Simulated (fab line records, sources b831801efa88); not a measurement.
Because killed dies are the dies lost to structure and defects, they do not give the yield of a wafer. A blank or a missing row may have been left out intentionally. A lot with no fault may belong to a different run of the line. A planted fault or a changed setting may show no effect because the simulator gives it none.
The tool behind it: which one? :: flow sky130 :: Sampling: 6 lots, 16 wafers, 2 of 708 route steps

## WHAT THE GAUGES READ, wafer by wafer
SKY_LDD_N_OVL_MEAS_07.
lot: L192
measured: day 17 20:23
on: overlay-01
LDD_N_OVL (nm): -0.6 -1.4 -0.2

lot: L197
measured: day 20 13:01
on: overlay-02
LDD_N_OVL (nm): 0.7 1.6 0.7

lot: L199
measured: day 20 21:26
on: overlay-02
LDD_N_OVL (nm): 2.3 3.2 2.5

lot: L201
measured: day 21 20:47
on: overlay-01
LDD_N_OVL (nm): -1.6 -1.2

lot: L203
measured: day 22 03:14
on: overlay-01
LDD_N_OVL (nm): -0.5 -0.5

lot: L212
measured: day 25 02:04
on: overlay-01
LDD_N_OVL (nm): -2.6 -3.4 -2.4

## EACH LOT AND THE TOOL THAT RAN IT (in order: tool; ch and the chambers of the sampled wafers; start)
lot: L192
SKY_POLY_GATE_ETCH_16: rieDiel-03 ch 0,3, day 16 12:26

lot: L197
SKY_POLY_GATE_ETCH_16: rieDiel-04 ch 0,1,3, day 19 04:20

lot: L199
SKY_POLY_GATE_ETCH_16: rieDiel-02 ch 1,3, day 19 12:20

lot: L201
SKY_POLY_GATE_ETCH_16: rieDiel-04 ch 0,1, day 20 11:43

lot: L203
SKY_POLY_GATE_ETCH_16: rieDiel-02 ch 1,2, day 20 18:29

lot: L212
SKY_POLY_GATE_ETCH_16: rieDiel-04 ch 1,2,3, day 23 18:44
- SKY_POLY_GATE_ETCH_16: etches Si3N4 in CH3F/O2, stops on poly-Si, time 147.5 s, target depth 75 nm.

## THE ANSWER, worked out from the rows above alone
Rule: the usual values come from the lots themselves. The widest of any qualifying gaps counts: lots, ordered by their means at a reading, are off when they make up no more than a third of the lots, leave a main group of 4 or more, and stand apart from it by 3 or more times the standard deviation of that group's means. Not used: any main group whose means are identical at the precision the tables above print for the reading. Also off: a lot with no number at a reading for which 4 or more lots have one. Any other lot the step has rows for is counted as sound.
No lot is off at any reading shown: from this, nothing can be told.

## WHAT THE SIMULATOR HAD PUT IN
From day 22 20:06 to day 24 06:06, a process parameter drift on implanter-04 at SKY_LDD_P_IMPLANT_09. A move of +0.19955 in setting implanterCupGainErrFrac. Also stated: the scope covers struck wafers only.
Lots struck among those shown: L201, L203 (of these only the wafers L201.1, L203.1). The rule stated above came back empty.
